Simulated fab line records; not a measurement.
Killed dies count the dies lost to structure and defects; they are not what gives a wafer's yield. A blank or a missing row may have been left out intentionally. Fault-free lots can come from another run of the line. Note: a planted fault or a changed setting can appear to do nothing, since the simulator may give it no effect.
Which tool did it? -- flow sky130 -- 21 wafers sampled from 7 lots at 1 step of a route of 708

WHAT THE GAUGES SHOWED, per wafer
SKY_SPACER_THK_MEAS_01.
lot,measured,on,SPACER_CVD_00_THK (nm)
L715,day 23 01:40,film metro-04,43.5 43.5 43.1
L719,day 25 03:11,film metro-01,43.0 42.2 42.8
L721,day 26 04:07,film metro-01,42.5 42.3 42.8
L723,day 26 14:22,film metro-01,42.7 42.6 42.5
L727,day 28 00:28,film metro-03,42.8 42.4 42.7
L729,day 29 01:05,film metro-01,43.0 43.3 43.2
L735,day 30 06:59,film metro-03,43.2 43.3 43.2

WHAT TOOL EACH LOT RAN ON (gives the tool, then ch and the chambers of the sampled wafers, and finally the start)
There is no process step in the record ahead of these readings.

THE ANSWER, worked out from the rows above alone
Rule: the lots themselves supply what counts as usual. The widest of any qualifying gaps counts: lots, ordered by their means at a reading, are off when they make up no more than a third of the lots, leave a main group of 4 or more, and stand apart from it by 3 or more times the standard deviation of that group's means. A main group is skipped when, at the precision printed for the reading in the tables above, its means are all equal. Also off: a lot with no number at a reading for which 4 or more lots have one. Where the step has rows for the other lots, those lots are counted as sound.
No lot is off on any of the readings shown, so nothing can be concluded from this.

WHAT THE SIMULATOR HAD INSERTED
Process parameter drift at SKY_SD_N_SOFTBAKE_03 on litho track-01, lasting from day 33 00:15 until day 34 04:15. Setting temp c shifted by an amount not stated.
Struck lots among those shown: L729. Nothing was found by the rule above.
